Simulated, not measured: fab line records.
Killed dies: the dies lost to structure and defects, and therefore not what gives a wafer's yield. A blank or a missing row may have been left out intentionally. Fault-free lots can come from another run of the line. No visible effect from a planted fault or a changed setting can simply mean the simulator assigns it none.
The tool behind it: which one? | flow gf180mcu | Sampling: 14 lots, 42 wafers, 6 of 602 route steps

## WHAT THE GAUGES READ, wafer by wafer
GF_HV_LDD_TW_MEAS_38. Usual: HV_LDD_3_TW 1440, standard deviation 17.
lot  | measured     | on            | HV_LDD_3_TW    | flag
L381 | day 11 17:26 | film metro-03 | 1423 1418 1417 |
L382 | day 11 19:50 | film metro-03 | 1426 1420 1419 |
L383 | day 12 04:50 | film metro-03 | 1304 1308 1303 | OFF
L384 | day 12 11:16 | film metro-03 | 1303 1309 1306 | OFF
L385 | day 12 22:20 | film metro-04 | 1432 1434 1439 |
L386 | day 13 05:13 | film metro-04 | 1431 1427 1425 |
L388 | day 13 21:03 | film metro-03 | 1424 1419 1421 |
L391 | day 14 20:05 | film metro-04 | 1429 1424 1428 |
L397 | day 16 19:38 | film metro-04 | 1435 1428 1437 |
L398 | day 17 00:14 | film metro-02 | 1456 1465 1470 |
L399 | day 17 07:28 | film metro-02 | 1468 1466 1471 |
L400 | day 17 22:53 | film metro-03 | 1431 1429 1427 |
L402 | day 18 11:09 | film metro-03 | 1423 1427 1421 |
L403 | day 18 22:36 | film metro-04 | 1438 1443 1442 |

GF_HV_LDD_CD_MEAS_46 targets a cd of 400 nm. Usual: cd nm at 400.8 nm, with a standard deviation of 2.6.
lot  | measured     | on        | cd nm (nm)        | flag
L381 | day 12 12:22 | cd sem-01 | 404.3 403.9 401.7 |
L382 | day 12 14:40 | cd sem-02 | 403.1 402.5 403.2 |
L383 | day 13 00:17 | cd sem-01 | 397.7 394.3 396.5 |
L384 | day 13 06:57 | cd sem-01 | 403.4 403.1 403.0 |
L385 | day 13 18:56 | cd sem-01 | 404.4 406.0 403.8 |
L386 | day 14 01:21 | cd sem-02 | 401.4 402.0 402.1 |
L388 | day 14 17:56 | cd sem-02 | 400.5 401.5 403.4 |
L391 | day 15 16:57 | cd sem-01 | 404.1 402.7 402.9 |
L397 | day 17 18:28 | cd sem-01 | 397.7 398.8 399.7 |
L398 | day 17 23:12 | cd sem-01 | 401.1 397.1 399.2 |
L399 | day 18 06:43 | cd sem-02 | 398.0 397.5 397.1 |
L400 | day 18 23:04 | cd sem-02 | 400.0 400.1 399.4 |
L402 | day 19 11:11 | cd sem-01 | 397.8 397.1 395.8 |
L403 | day 19 22:56 | cd sem-02 | 398.8 398.6 399.0 |

GF_HV_LDD_RS_MEAS_53: measures by four-point-probe. Usual: HV_LDD_RS 418.1 ohm/sq, standard deviation 0.86.
lot  | measured     | on            | HV_LDD_RS (ohm/sq) | flag
L381 | day 12 12:58 | film metro-04 | 416.8 417.5 418.0  |
L382 | day 12 15:16 | film metro-03 | 418.5 419.0 418.6  |
L383 | day 13 00:52 | film metro-04 | 438.0 438.2 438.8  | OFF
L384 | day 13 07:32 | film metro-03 | 438.9 440.8 439.4  | OFF
L385 | day 13 19:31 | film metro-02 | 418.7 418.9 419.3  |
L386 | day 14 01:56 | film metro-03 | 417.9 416.7 418.2  |
L388 | day 14 18:32 | film metro-03 | 418.3 418.1 417.5  |
L391 | day 15 17:37 | film metro-03 | 416.8 417.7 417.8  |
L397 | day 17 19:03 | film metro-03 | 418.7 418.0 418.0  |
L398 | day 17 23:47 | film metro-03 | 419.0 418.7 420.2  |
L399 | day 18 07:18 | film metro-02 | 418.4 418.9 417.5  |
L400 | day 18 23:42 | film metro-02 | 419.6 418.6 419.5  |
L402 | day 19 11:46 | film metro-04 | 418.5 418.9 419.2  |
L403 | day 19 23:31 | film metro-03 | 417.8 416.3 418.2  |

## WHICH TOOL RAN EACH LOT (tool, then ch and the chambers of the sampled wafers, then the start)
lot  | GF_POLY_GATE_ETCH_12               | GF_HV_LDD_STRIP_10                   | GF_HV_LDD_IMPLANT_36
L381 | rie diel-04 ch 0,1,2, day 9 08:04  | plasma asher-04 ch 0,1, day 10 03:32 | implanter-02 ch 0, day 11 17:11
L382 | rie diel-04 ch 0,1,3, day 9 10:17  | plasma asher-02 ch 0,1, day 10 05:49 | implanter-01 ch 0, day 11 19:35
L383 | rie diel-01 ch 1,2, day 9 18:29    | plasma asher-04 ch 0,1, day 10 14:11 | implanter-04, day 12 04:35
L384 | rie diel-01 ch 0,2, day 10 01:26   | plasma asher-02 ch 0,1, day 10 20:59 | implanter-01, day 12 11:01
L385 | rie diel-01 ch 0,1,2, day 10 08:40 | plasma asher-02 ch 0,1, day 11 07:15 | implanter-02 ch 0, day 12 22:05
L386 | rie diel-01 ch 0,1,2, day 10 16:43 | plasma asher-02 ch 0,1, day 11 14:03 | implanter-01 ch 0, day 13 04:58
L388 | rie diel-04 ch 0,3, day 11 07:19   | plasma asher-03 ch 0,1, day 12 04:37 | implanter-02 ch 0, day 13 20:50
L391 | rie diel-01 ch 0,2, day 12 02:04   | plasma asher-04 ch 0,1, day 13 01:08 | implanter-01 ch 0, day 14 19:52
L397 | rie diel-02 ch 0,3, day 13 23:50   | plasma asher-03 ch 0,1, day 14 22:53 | implanter-02 ch 0, day 16 19:23
L398 | rie diel-02 ch 1,2, day 14 04:31   | plasma asher-03 ch 0,1, day 15 03:02 | implanter-01 ch 0, day 16 23:56
L399 | rie diel-04 ch 1,2,3, day 14 11:23 | plasma asher-02 ch 0,1, day 15 10:38 | implanter-01 ch 0, day 17 07:13
L400 | rie diel-02 ch 0,3, day 15 00:20   | plasma asher-04 ch 0,1, day 16 00:07 | implanter-02 ch 0, day 17 22:39
L402 | rie diel-01 ch 1,2, day 15 11:52   | plasma asher-02 ch 0,1, day 16 12:25 | implanter-01 ch 0, day 18 10:56
L403 | rie diel-01 ch 0,1, day 15 22:17   | plasma asher-03 ch 0,1, day 16 22:25 | implanter-01 ch 0, day 18 22:23
- GF_POLY_GATE_ETCH_12: etches BARC in N2/H2.
- GF_HV_LDD_STRIP_10: strips in O2/N2.
- GF_HV_LDD_IMPLANT_36

## AS READ BY THE TOOLS THEMSELVES (means over the sampled wafers that have a number; for cases with no such wafer, the mark the record gives instead)
GF_POLY_GATE_ETCH_12. Usual: drypump motor current A 6.0 A, standard deviation 0.46; oes product au 0.736 a.u., standard deviation 0.0045; throttle valve pct 13.215 %, standard deviation 0.0094.
lot  | tool        | drypump motor current A (A) | oes product au (a.u.) | throttle valve pct (%) | flag
L381 | rie diel-04 | 6.3                         | 0.744                 | 13.219                 |
L382 | rie diel-04 | 6.2                         | 0.742                 | 13.207                 |
L383 | rie diel-01 | 5.7                         | 0.740                 | 13.209                 |
L384 | rie diel-01 | 6.0                         | 0.737                 | 13.226                 |
L385 | rie diel-01 | 5.8                         | 0.736                 | 13.216                 |
L386 | rie diel-01 | 5.9                         | 0.737                 | 13.216                 |
L388 | rie diel-04 | 6.0                         | 0.735                 | 13.217                 |
L391 | rie diel-01 | 6.1                         | 0.734                 | 13.219                 |
L397 | rie diel-02 | 6.1                         | 0.740                 | 13.221                 |
L398 | rie diel-02 | 5.6                         | 0.733                 | 13.209                 |
L399 | rie diel-04 | 6.4                         | 0.739                 | 13.206                 |
L400 | rie diel-02 | 6.0                         | 0.732                 | 13.210                 |
L402 | rie diel-01 | 5.6                         | 0.735                 | 13.211                 |
L403 | rie diel-01 | 6.0                         | 0.739                 | 13.222                 |

GF_HV_LDD_STRIP_10. Usual: drypump motor current A 5.6 A, standard deviation 0.55; heater power w 343 W, standard deviation 45; oes product au 0.716 a.u., standard deviation 0.0052; strip time to endpoint s 12.64 s, standard deviation 0.034.
lot  | tool            | drypump motor current A (A) | heater power w (W) | oes product au (a.u.) | strip time to endpoint s (s) | flag
L381 | plasma asher-04 | 6.4                         | 401                | 0.715                 | 12.61                        |
L382 | plasma asher-02 | 5.5                         | 324                | 0.712                 | 12.70                        |
L383 | plasma asher-04 | 6.4                         | 392                | 0.712                 | 12.69                        |
L384 | plasma asher-02 | 5.5                         | 323                | 0.712                 | 12.58                        |
L385 | plasma asher-02 | 5.5                         | 323                | 0.715                 | 12.66                        |
L386 | plasma asher-02 | 5.5                         | 319                | 0.718                 | 12.62                        |
L388 | plasma asher-03 | 5.1                         | 304                | 0.716                 | 12.66                        |
L391 | plasma asher-04 | 6.4                         | 399                | 0.718                 | 12.62                        |
L397 | plasma asher-03 | 5.4                         | 311                | 0.718                 | 12.63                        |
L398 | plasma asher-03 | 5.4                         | 316                | 0.715                 | 12.63                        |
L399 | plasma asher-02 | 5.3                         | 358                | 0.711                 | 12.67                        |
L400 | plasma asher-04 | 6.3                         | 400                | 0.718                 | 12.69                        |
L402 | plasma asher-02 | 5.5                         | 324                | 0.713                 | 12.63                        |
L403 | plasma asher-03 | 5.4                         | 311                | 0.718                 | 12.65                        |

GF_HV_LDD_IMPLANT_36. Usual: beam energy keV 60.002, standard deviation 0.017; beam on s 9.99 s, standard deviation 0.21.
lot  | tool         | beam energy keV | beam on s (s) | flag
L381 | implanter-02 | 59.996          | 9.98          |
L382 | implanter-01 | 60.008          | 9.97          |
L383 | implanter-04 | -               | -             | OFF
L384 | implanter-01 | -               | -             | OFF
L385 | implanter-02 | 60.010          | 10.03         |
L386 | implanter-01 | 59.989          | 10.06         |
L388 | implanter-02 | 59.994          | 10.04         |
L391 | implanter-01 | 60.001          | 10.00         |
L397 | implanter-02 | 60.014          | 10.01         |
L398 | implanter-01 | 59.997          | 10.12         |
L399 | implanter-01 | 59.989          | 9.89          |
L400 | implanter-02 | 60.001          | 9.97          |
L402 | implanter-01 | 59.988          | 9.83          |
L403 | implanter-01 | 59.997          | 9.90          |

## THE ANSWER, worked out from the rows above alone
Rule: a lot is off if the mean of its wafers that have a number lies more than 3 standard deviations from the usual mean. Also off: a lot with no number at a reading for which 4 or more lots have one. Any other lot the step has rows for is counted as sound. After the gauges, taken in route order, come the tools' own readings; for these a lot's mean is taken, as printed above. The first step at which some lot is off is used, and at that step the reading that is off furthest; a lot without a number counts as furthest.
Off: L383, L384, at GF_HV_LDD_TW_MEAS_38 (HV_LDD_3_TW).
If a tool, at a process step before that reading, ran all the lots that are off and no sound lot after the first of them, it fits. Not tried: the gauges at GF_HV_LDD_TW_MEAS_38; whatever is off there is also off at GF_HV_LDD_IMPLANT_36, on other tools, and gauge error can't account for it. Not one of the candidates tried fits.

## WHAT HAD BEEN PUT IN BY THE SIMULATOR
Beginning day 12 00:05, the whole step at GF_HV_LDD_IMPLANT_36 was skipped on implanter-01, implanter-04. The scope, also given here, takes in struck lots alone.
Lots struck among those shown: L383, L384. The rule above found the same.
